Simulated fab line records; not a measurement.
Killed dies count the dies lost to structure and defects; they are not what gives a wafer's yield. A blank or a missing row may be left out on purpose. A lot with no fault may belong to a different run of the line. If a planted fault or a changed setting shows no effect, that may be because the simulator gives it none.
fab line records | flow sky130
record lots=12 | wafers=36 | lastDay=50
route steps=708 shown VIA4@641 PASSIVATION@693 PAD_OPEN@707
lots that met no fault: taken from a fault-free run of the same line
startH: the number of hours between the record's first day and the start of the first shown wafer of the lot | waitH: hours from the lot's prior step to this one | " same as the row above | L1.1+2: one row covering several wafers at once | - no value, or no start given | * or withheld: withheld | < > ~ a bound
route shown NAME@n: a module of which the file shows steps, and the number in the route of the first | usual: mean/standard deviation taken from wafers without a fault | same: alike in all rows | chamber/n: place in a boat | sites: per-site readings | _std_site: standard deviation of those values | _edge_site: inner sites' mean taken away from outer sites' mean | radiusMm: how far each site lies from the wafer's centre | mask NAME#n: copy n | behind: tool/chamber where the wafer was last shaped | hold: cause of the lot's hold/its duration in hours/its outcome | device: the transistor (n, p or np) that didn't switch | end of line: the same wafers' tests at the end of the route | a step given without rows: its recipe and nothing more | killed: dies that structure and defects cost at the first sort, which is not the same as the wafer's yield | map: a wafer's dies, marking killed ones x, the rest . and places with no die _
set.NAME: setting as actually run; set.NAME@STEP: the setting as run at that earlier step | model.NAME: the simulator's own value behind a step, which no gauge read
one table for each step of the route and one row for each wafer, over a sample of lots
services: the hour from which a tool's chamber was out of use, counted from the record's first day as startH (under 0 if before that day), plus the number of hours and why
## steps
# step SKY_VIA4_CMP_02
# recipe material=SiO2 | downForcePsi=4 | platenRpm=60 | padVelocityMS=0.94248
# usual motorCurrentA=11.5/1.2
lot.wafer | tool   | chamber | startH  | waitH | motorCurrentA
L494.3    | cmp-01 | 0       | 997.08  | 0.0   | 12.4
L494.6    | "      | 0       | "       | "     | 12.6
L494.5    | "      | 1       | "       | "     | 10.3
L495.2    | cmp-01 | 2       | 1001.44 | 0.1   | 10.0
L495.4    | "      | 3       | "       | "     | 9.4
L495.5    | "      | 2       | "       | "     | 9.9
L496.1    | cmp-01 | 3       | 1013.88 | 0.1   | 9.5
L496.2    | "      | 1       | "       | "     | 10.4
L496.5    | "      | 3       | "       | "     | 9.7
L498.2    | cmp-02 | 1       | 1031.46 | 0.0   | 11.4
L498.1    | "      | 0       | "       | "     | 12.0
L498.5    | "      | 2       | "       | "     | 13.0
L497.1    | cmp-02 | 3       | 1033.39 | 0.2   | 11.9
L497.4    | "      | 0       | "       | "     | 11.7
L497.6    | "      | 3       | "       | "     | 11.5
L500.1    | cmp-02 | 0       | 1035.86 | 0.1   | 11.9
L500.3    | "      | 1       | "       | "     | 11.8
L500.4    | "      | 2       | "       | "     | 12.6
L502.1    | cmp-02 | 3       | 1054.61 | 0.1   | 11.6
L502.4    | "      | 1       | "       | "     | 11.6
L502.6    | "      | 3       | "       | "     | 11.5
L506.4    | cmp-02 | 3       | 1077.07 | 0.1   | 12.2
L506.5    | "      | 1       | "       | "     | 11.5
L506.6    | "      | 2       | "       | "     | 13.2
L507.1    | cmp-01 | 0       | 1080.70 | 0.2   | 12.2
L507.6    | "      | 1       | "       | "     | 10.1
L507.5    | "      | 2       | "       | "     | 10.4
L508.1    | cmp-02 | 0       | 1089.78 | 0.1   | 12.3
L508.5    | "      | 0       | "       | "     | 12.3
L508.6    | "      | 1       | "       | "     | 11.5
L509.3    | cmp-02 | 1       | 1094.16 | 0.2   | 11.3
L509.4    | "      | 3       | "       | "     | 12.0
L509.2    | "      | 0       | "       | "     | 12.5
L510.1    | cmp-01 | 1       | 1111.08 | 0.1   | 10.5
L510.4    | "      | 2       | "       | "     | 10.3
L510.2    | "      | 0       | "       | "     | 12.4
# step SKY_VIA4_THK_MEAS_20
# recipe thkMeasGauge=xrf | reads=W_of_VIA4_CVD_18
# usual VIA4_W_THK=503/7.2
lot.wafer | tool         | chamber | startH  | waitH | VIA4_W_THK[nm]
L494.3    | filmMetro-02 | -       | 1022.08 | 0.1   | 493
L494.5    | "            | -       | "       | "     | 503
L494.6    | "            | -       | "       | "     | 498
L495.2    | filmMetro-01 | -       | 1025.27 | 0.1   | 497
L495.4    | "            | -       | "       | "     | 503
L495.5    | "            | -       | "       | "     | 504
L496.1    | filmMetro-01 | -       | 1038.20 | 0.1   | 494
L496.2    | "            | -       | "       | "     | 505
L496.5    | "            | -       | "       | "     | 506
L498.1    | filmMetro-01 | -       | 1054.99 | 0.1   | 508
L498.2    | "            | -       | "       | "     | 512
L498.5    | "            | -       | "       | "     | 506
L497.1    | filmMetro-01 | -       | 1057.49 | 0.1   | 501
L497.4    | "            | -       | "       | "     | 495
L497.6    | "            | -       | "       | "     | 506
L500.1    | filmMetro-01 | -       | 1059.62 | 0.1   | 498
L500.3    | "            | -       | "       | "     | 496
L500.4    | "            | -       | "       | "     | 496
L502.1    | filmMetro-04 | -       | 1076.92 | 0.1   | 502
L502.4    | "            | -       | "       | "     | 503
L502.6    | "            | -       | "       | "     | 505
L506.4    | filmMetro-02 | -       | 1099.42 | 0.1   | 505
L506.5    | "            | -       | "       | "     | 509
L506.6    | "            | -       | "       | "     | 504
L507.1    | filmMetro-02 | -       | 1102.10 | 0.1   | 511
L507.5    | "            | -       | "       | "     | 504
L507.6    | "            | -       | "       | "     | 504
L508.1    | filmMetro-01 | -       | 1111.99 | 0.1   | 512
L508.5    | "            | -       | "       | "     | 509
L508.6    | "            | -       | "       | "     | 494
L509.2    | filmMetro-01 | -       | 1115.50 | 0.1   | 493
L509.3    | "            | -       | "       | "     | 498
L509.4    | "            | -       | "       | "     | 497
L510.1    | filmMetro-02 | -       | 1132.84 | 0.1   | 519
L510.2    | "            | -       | "       | "     | 503
L510.4    | "            | -       | "       | "     | 516
# step SKY_PASSIVATION_STRIP_12
# recipe chemistry=O2/N2 | powerW=1400 | pressureMtorr=1500 | platenTempC=withheld | overashFraction=0.7 | o2FlowSccm=3000 | n2FlowSccm=300
# usual chamberPressureMTorr=1499.9/1.4 | drypumpMotorCurrentA=6.0/0.46 | o2FlowSccm=3001/9 | oesProductAu=0.660/0.005 | stripTimeToEndpointS=31.50/0.12
lot.wafer | tool           | chamber | startH  | waitH | chamberPressureMTorr | drypumpMotorCurrentA | o2FlowSccm | oesProductAu | rfHoursCounterH | stripTimeToEndpointS
L494.3    | plasmaAsher-03 | 0       | 1068.84 | 0.1   | 1499.0               | 5.8                  | 3012       | 0.661        | -               | 31.53
L494.5    | "              | 1       | "       | "     | 1499.5               | 6.5                  | 3011       | 0.669        | -               | 31.47
L494.6    | "              | 0       | "       | "     | 1499.7               | 5.8                  | 3003       | 0.657        | -               | 31.42
L495.2    | plasmaAsher-03 | 1       | 1071.05 | 0.1   | 1502.6               | 6.5                  | 2998       | 0.660        | 33              | 31.48
L495.4    | "              | 0       | "       | "     | 1497.2               | 5.8                  | 3002       | 0.658        | -               | 31.47
L495.5    | "              | 0       | "       | "     | 1501.1               | 5.8                  | 2999       | 0.662        | -               | 31.37
L496.1    | plasmaAsher-02 | 1       | 1083.40 | 0.1   | 1502.0               | 5.2                  | 2988       | 0.661        | 94              | 31.62
L496.2    | "              | 0       | "       | "     | 1500.2               | 6.4                  | 3001       | 0.665        | 94              | 31.55
L496.5    | "              | 1       | "       | "     | 1500.9               | 5.2                  | 2987       | 0.661        | -               | 31.72
L498.1    | plasmaAsher-01 | 1       | 1098.86 | 0.1   | 1500.2               | 5.9                  | 2978       | 0.657        | 3               | 31.51
L498.2    | "              | 0       | "       | "     | 1499.0               | 6.2                  | 2995       | 0.660        | 3               | 31.40
L498.5    | "              | 0       | "       | "     | 1498.8               | 6.2                  | 2989       | 0.657        | -               | 31.52
L497.1    | plasmaAsher-03 | 0       | 1101.67 | 0.1   | 1499.0               | 5.8                  | 3024       | 0.658        | 36              | 31.69
L497.4    | "              | 1       | "       | "     | 1502.0               | 6.5                  | 2996       | 0.657        | -               | 31.56
L497.6    | "              | 0       | "       | "     | 1499.0               | 5.8                  | 3017       | 0.655        | -               | 31.39
L500.1    | plasmaAsher-01 | 1       | 1102.51 | 0.1   | 1499.8               | 5.9                  | 3007       | 0.662        | 3               | 31.53
L500.3    | "              | 0       | "       | "     | 1498.1               | 6.2                  | 3011       | 0.651        | -               | 31.42
L500.4    | "              | 1       | "       | "     | 1502.1               | 5.9                  | 3006       | 0.663        | -               | 31.58
L502.1    | plasmaAsher-03 | 0       | 1120.17 | 0.1   | 1497.2               | 5.8                  | 2988       | 0.666        | 38              | 31.49
L502.4    | "              | 0       | "       | "     | 1498.4               | 5.8                  | 2984       | 0.670        | -               | 31.50
L502.6    | "              | 1       | "       | "     | 1498.1               | 6.5                  | 3000       | 0.659        | -               | 31.53
L506.4    | plasmaAsher-02 | 0       | 1141.54 | 0.1   | 1498.7               | 6.3                  | 2996       | 0.662        | -               | 31.50
L506.5    | "              | 0       | "       | "     | 1499.5               | 6.3                  | 3000       | 0.660        | -               | 31.49
L506.6    | "              | 1       | "       | "     | 1499.5               | 5.2                  | 2983       | 0.657        | -               | 31.38
L507.1    | plasmaAsher-03 | 0       | 1143.57 | 0.1   | 1498.7               | 5.8                  | 2994       | 0.661        | 41              | 31.17
L507.5    | "              | 1       | "       | "     | 1500.2               | 6.5                  | 3013       | 0.664        | -               | 31.26
L507.6    | "              | 0       | "       | "     | 1499.0               | 5.8                  | 3008       | 0.657        | -               | 31.21
L508.1    | plasmaAsher-02 | 1       | 1152.86 | 0.1   | 1500.1               | 5.2                  | 3010       | 0.658        | 100             | 31.80
L508.5    | "              | 1       | "       | "     | 1499.9               | 5.2                  | 3009       | 0.662        | -               | 31.79
L508.6    | "              | 0       | "       | "     | 1499.6               | 6.3                  | 3006       | 0.652        | -               | 31.56
L509.2    | plasmaAsher-02 | 1       | 1155.51 | 0.1   | 1500.6               | 5.2                  | 2993       | 0.653        | 101             | 31.57
L509.3    | "              | 0       | "       | "     | 1498.5               | 6.3                  | 3009       | 0.663        | -               | 31.43
L509.4    | "              | 1       | "       | "     | 1502.0               | 5.2                  | 2999       | 0.662        | -               | 31.61
L510.1    | plasmaAsher-02 | 1       | 1170.97 | 0.1   | 1498.2               | 5.2                  | 2989       | 0.660        | 102             | 31.46
L510.2    | "              | 0       | "       | "     | 1498.7               | 6.3                  | 3007       | 0.654        | 102             | 31.52
L510.4    | "              | 1       | "       | "     | 1499.4               | 5.2                  | 3003       | 0.655        | -               | 31.70
# step SKY_PAD_OPEN_BOW_MEAS_13
# recipe mode=bow
# usual PAD_OPEN_BOW=49/9.7
lot.wafer | tool         | chamber | startH  | waitH | PAD_OPEN_BOW[um]
L494.3    | filmMetro-03 | -       | 1091.92 | -     | 48
L494.5    | "            | -       | "       | "     | 48
L494.6    | "            | -       | "       | "     | 30
L495.2    | filmMetro-02 | -       | 1094.61 | -     | 66
L495.4    | "            | -       | "       | "     | 63
L495.5    | "            | -       | "       | "     | 78
L496.1    | filmMetro-02 | -       | 1105.60 | -     | 54
L496.2    | "            | -       | "       | "     | 63
L496.5    | "            | -       | "       | "     | 50
L498.1    | filmMetro-02 | -       | 1121.59 | -     | 56
L498.2    | "            | -       | "       | "     | 51
L498.5    | "            | -       | "       | "     | 58
L497.1    | filmMetro-03 | -       | 1124.06 | -     | 59
L497.4    | "            | -       | "       | "     | 50
L497.6    | "            | -       | "       | "     | 54
L500.1    | filmMetro-04 | -       | 1124.76 | -     | 39
L500.3    | "            | -       | "       | "     | 50
L500.4    | "            | -       | "       | "     | 43
L502.1    | filmMetro-04 | -       | 1141.93 | -     | 33
L502.4    | "            | -       | "       | "     | 44
L502.6    | "            | -       | "       | "     | 58
L506.4    | filmMetro-03 | -       | 1162.26 | -     | 55
L506.5    | "            | -       | "       | "     | 52
L506.6    | "            | -       | "       | "     | 46
L507.1    | filmMetro-03 | -       | 1164.31 | -     | 36
L507.5    | "            | -       | "       | "     | 34
L507.6    | "            | -       | "       | "     | 45
L508.1    | filmMetro-03 | -       | 1172.50 | -     | 57
L508.5    | "            | -       | "       | "     | 49
L508.6    | "            | -       | "       | "     | 40
L509.2    | filmMetro-03 | -       | 1174.48 | -     | 24
L509.3    | "            | -       | "       | "     | 39
L509.4    | "            | -       | "       | "     | 40
L510.1    | filmMetro-02 | -       | 1190.34 | -     | 51
L510.2    | "            | -       | "       | "     | 46
L510.4    | "            | -       | "       | "     | 51
# step SKY_PAD_OPEN_PROBE_99
# usual defectLimitedYield=82.5/1.6 | killed_at_M0_to_M3=43/6.6 | killed_at_M4_up=3.4/1.8 | killedAtContacts=24/5.7 | killedAtFrontEnd=15/4.2 | killedAtOther=0.3/0.58 | killedDies=86/8 | killedOnRim=16/3.9 | killedOpen=46/7.2 | killedShort=39/5.8 | sort_bin_3_pad_short=0.9/0.41 | sort_bin_5_function=10.3/1.2 | sort_bin_6_memory=6.3/1.1 | sortNPass=406/8 | sortYieldPct=82.5/1.6
# same grossDies=492 | killedAtBackSide=0 | sort_bin_4_leakage[%]=0 | sort_bin_8_speed[%]=0
lot.wafer | tool      | chamber | startH  | waitH | defectLimitedYield[%] | killed_at_M0_to_M3 | killed_at_M4_up | killedAtContacts | killedAtFrontEnd | killedAtOther | killedDies | killedOnRim | killedOpen | killedShort | sort_bin_3_pad_short[%] | sort_bin_5_function[%] | sort_bin_6_memory[%] | sortNPass | sortYieldPct[%]
L495.2    | prober-01 | -       | 1094.76 | 0.1   | 83.5                  | 38                 | 0               | 20               | 23               | 0             | 81         | 20          | 51         | 30          | 0.6                     | 9.1                    | 6.7                  | 411       | 83.5
L495.4    | prober-01 | -       | 1094.86 | 0.2   | 81.3                  | 49                 | 2               | 24               | 16               | 1             | 92         | 16          | 55         | 36          | 0.6                     | 10.2                   | 7.9                  | 400       | 81.3
L495.5    | prober-01 | -       | 1094.91 | 0.2   | 78.5                  | 53                 | 7               | 29               | 16               | 1             | 106        | 25          | 52         | 53          | 1.6                     | 11.6                   | 8.3                  | 386       | 78.5
L496.1    | prober-02 | -       | 1105.72 | 0.1   | 82.7                  | 44                 | 2               | 19               | 20               | 0             | 85         | 19          | 44         | 41          | 0.6                     | 11.8                   | 4.9                  | 407       | 82.7
L496.2    | prober-02 | -       | 1105.77 | 0.1   | 83.3                  | 42                 | 0               | 24               | 16               | 0             | 82         | 9           | 47         | 35          | 0.8                     | 9.6                    | 6.3                  | 410       | 83.3
L496.5    | prober-02 | -       | 1105.92 | 0.2   | 83.1                  | 37                 | 2               | 25               | 19               | 0             | 83         | 13          | 46         | 37          | 0.6                     | 9.3                    | 6.9                  | 409       | 83.1
L507.1    | prober-02 | -       | 1164.43 | 0.1   | 81.9                  | 44                 | 4               | 28               | 13               | 0             | 89         | 12          | 53         | 36          | 0.2                     | 11.2                   | 6.7                  | 403       | 81.9
L507.5    | prober-02 | -       | 1164.63 | 0.2   | 82.9                  | 46                 | 2               | 25               | 10               | 1             | 84         | 16          | 37         | 47          | 1.0                     | 9.3                    | 6.7                  | 408       | 82.9
L507.6    | prober-02 | -       | 1164.68 | 0.2   | 82.7                  | 47                 | 1               | 29               | 8                | 0             | 85         | 16          | 46         | 39          | 0.6                     | 8.7                    | 7.9                  | 407       | 82.7
L509.2    | prober-02 | -       | 1174.63 | 0.1   | 60.4                  | 45                 | 127             | 11               | 12               | 0             | 195        | 37          | 35         | 35          | 3.0                     | 22.0                   | 14.6                 | 297       | 60.4
L509.3    | prober-02 | -       | 1174.68 | 0.2   | 81.1                  | 43                 | 8               | 28               | 14               | 0             | 93         | 16          | 47         | 46          | 1.0                     | 10.4                   | 7.5                  | 399       | 81.1
L509.4    | prober-02 | -       | 1174.73 | 0.2   | 82.9                  | 37                 | 7               | 21               | 19               | 0             | 84         | 15          | 41         | 43          | 1.6                     | 9.3                    | 6.1                  | 408       | 82.9
L510.1    | prober-02 | -       | 1190.46 | 0.1   | 82.1                  | 54                 | 3               | 9                | 22               | 0             | 88         | 14          | 38         | 49          | 1.4                     | 10.2                   | 6.3                  | 404       | 82.1
L510.2    | prober-02 | -       | 1190.51 | 0.1   | 84.6                  | 40                 | 3               | 25               | 8                | 0             | 76         | 8           | 41         | 34          | 0.6                     | 9.3                    | 5.5                  | 416       | 84.6
L510.4    | prober-02 | -       | 1190.61 | 0.2   | 79.3                  | 59                 | 4               | 23               | 16               | 0             | 102        | 21          | 52         | 50          | 1.0                     | 11.4                   | 8.3                  | 390       | 79.3
# killed by level:class
L495.2 VIA2:geometricParticle:open=10 VIA1:geometricParticle:open=8 CONTACT:geometricParticle:open=7 FIELD_ISO:geometricParticle:open=6 LI_CONTACT:geometricParticle:open=6 FIELD_ISO:geometricParticle:short=5 METAL2:geometricParticle:short=5 VIA3:geometricParticle:open=5
L495.4 VIA1:geometricParticle:open=11 LI_CONTACT:geometricParticle:open=9 CONTACT:geometricParticle:open=7 VIA2:geometricParticle:open=7 VIA3:geometricParticle:open=7 FIELD_ISO:geometricParticle:open=5 METAL1:geometricParticle:short=5 VIA1:geometricParticle:short=5
L495.5 VIA2:geometricParticle:open=11 LI_CONTACT:geometricParticle:open=10 VIA1:geometricParticle:open=10 METAL1:geometricParticle:short=9 VIA1:geometricParticle:short=7 LOCAL_INTERCONNECT:geometricParticle:short=6 LI_CONTACT:geometricParticle:short=5 CONTACT:geometricParticle:open=5
L496.1 VIA1:geometricParticle:open=9 METAL2:geometricParticle:short=7 VIA2:geometricParticle:open=7 POLY_GATE:geometricParticle:open=6 LOCAL_INTERCONNECT:geometricParticle:short=6 POLY_GATE:geometricParticle:short=5 CONTACT:geometricParticle:short=5 CONTACT:geometricParticle:open=5
L496.2 VIA1:geometricParticle:open=11 METAL2:geometricParticle:short=8 VIA2:geometricParticle:open=8 FIELD_ISO:geometricParticle:open=7 LI_CONTACT:geometricParticle:short=6 LI_CONTACT:geometricParticle:open=5 CONTACT:geometricParticle:open=5 VIA1:geometricParticle:short=4
L496.5 VIA1:geometricParticle:open=10 CONTACT:geometricParticle:open=10 FIELD_ISO:geometricParticle:short=9 LI_CONTACT:geometricParticle:open=7 METAL2:geometricParticle:short=7 METAL1:geometricParticle:short=6 POLY_GATE:geometricParticle:open=4 VIA2:geometricParticle:open=4
L507.1 VIA1:geometricParticle:open=15 CONTACT:geometricParticle:open=10 LI_CONTACT:geometricParticle:open=8 FIELD_ISO:geometricParticle:open=6 VIA1:geometricParticle:short=6 LOCAL_INTERCONNECT:geometricParticle:short=5 METAL3:geometricParticle:short=5 VIA2:geometricParticle:open=5
L507.5 VIA1:geometricParticle:short=11 VIA1:geometricParticle:open=11 LOCAL_INTERCONNECT:geometricParticle:short=8 CONTACT:geometricParticle:open=5 CONTACT:geometricParticle:short=5 METAL2:geometricParticle:short=5 VIA2:geometricParticle:open=5 VIA3:geometricParticle:open=5
L507.6 CONTACT:geometricParticle:open=13 CONTACT:geometricParticle:short=9 VIA3:geometricParticle:open=9 VIA1:geometricParticle:open=8 VIA2:geometricParticle:open=7 METAL2:geometricParticle:short=7 VIA2:geometricParticle:short=6 LOCAL_INTERCONNECT:geometricParticle:short=5
L509.2 VIA4:unspecified=125 VIA1:geometricParticle:open=13 VIA2:geometricParticle:open=9 FIELD_ISO:geometricParticle:short=8 CONTACT:geometricParticle:open=7 VIA3:geometricParticle:short=5 METAL1:geometricParticle:short=4 VIA1:geometricParticle:short=4
L509.3 CONTACT:geometricParticle:open=12 VIA1:geometricParticle:open=12 METAL2:geometricParticle:short=8 LI_CONTACT:geometricParticle:open=5 LOCAL_INTERCONNECT:geometricParticle:short=5 METAL4:geometricParticle:short=5 VIA3:geometricParticle:open=5 POLY_GATE:geometricParticle:short=4
L509.4 METAL1:geometricParticle:short=10 CONTACT:geometricParticle:open=8 FIELD_ISO:geometricParticle:short=6 FIELD_ISO:geometricParticle:open=5 LI_CONTACT:geometricParticle:open=5 VIA1:geometricParticle:open=5 VIA2:geometricParticle:open=5 METAL4:geometricParticle:short=5
L510.1 VIA1:geometricParticle:open=11 METAL1:geometricParticle:short=8 POLY_GATE:geometricParticle:short=7 VIA2:geometricParticle:open=7 METAL3:geometricParticle:short=6 VIA1:geometricParticle:short=6 POLY_GATE:geometricParticle:open=4 VIA3:geometricParticle:short=4
L510.2 LI_CONTACT:geometricParticle:open=8 CONTACT:geometricParticle:open=7 VIA1:geometricParticle:open=6 VIA2:geometricParticle:open=6 METAL3:geometricParticle:short=6 CONTACT:geometricParticle:short=5 VIA3:geometricParticle:open=4 METAL1:geometricParticle:short=3
L510.4 VIA1:geometricParticle:open=11 VIA2:geometricParticle:open=11 VIA3:geometricParticle:open=9 CONTACT:geometricParticle:open=8 FIELD_ISO:geometricParticle:short=7 METAL2:geometricParticle:short=7 METAL1:geometricParticle:short=6 LI_CONTACT:geometricParticle:open=6
## services
tool           | chamber | startH  | hours | kind
cmp-02         | -       | 973.28  | 2.8   | repair
cmp-02         | -       | 1016.92 | 2.9   | pm
cmp-01         | -       | 1052.02 | 17.4  | pm
plasmaAsher-01 | -       | 1055.25 | 9.0   | pm
plasmaAsher-01 | 0       | 1055.25 | 9.0   | ventCycle
plasmaAsher-01 | 1       | 1055.25 | 9.0   | ventCycle
plasmaAsher-01 | -       | 1064.25 | 2.8   | pm
plasmaAsher-01 | 0       | 1064.25 | -     | clean
plasmaAsher-01 | 1       | 1064.25 | -     | clean
cmp-02         | -       | 1068.25 | 1.6   | repair
cmp-02         | -       | 1084.14 | 4.0   | pm
cmp-02         | -       | 1088.14 | -     | consumableReplace:conditioner
cmp-02         | -       | 1088.14 | -     | consumableReplace:pad
cmp-01         | -       | 1088.25 | 4.5   | pm
plasmaAsher-01 | -       | 1099.30 | 2.7   | repair
cmp-02         | -       | 1122.83 | 6.4   | pm
cmp-02         | -       | 1132.86 | 0.5   | repair
plasmaAsher-02 | -       | 1134.08 | 1.1   | repair
cmp-02         | -       | 1145.65 | 1.8   | repair
## key
firstSign step=SKY_PAD_OPEN_PROBE_99 | reading=killed_at_M4_up | direction=up | sigmas=68 | usual=3.4 | struck=127
effect step=SKY_PAD_OPEN_PROBE_99 | reading=defectLimitedYield | direction=down | sigmas=14 | usual=82.5 | struck=60.4
metAt SKY_VIA4_CMP_02
struckLots L509
struckWafers L509.2
notActingAt SKY_VIA4_THK_MEAS_20,SKY_PASSIVATION_STRIP_12,SKY_PAD_OPEN_BOW_MEAS_13
onsetBetween 1089.78 1094.16
fault kind=chamberParticleSource | tool=cmp-02 | chamber=0 | onsetH=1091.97 | steps=SKY_VIA4_CMP_02 | ratePerVisitCm2=0.56645 | endH=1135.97
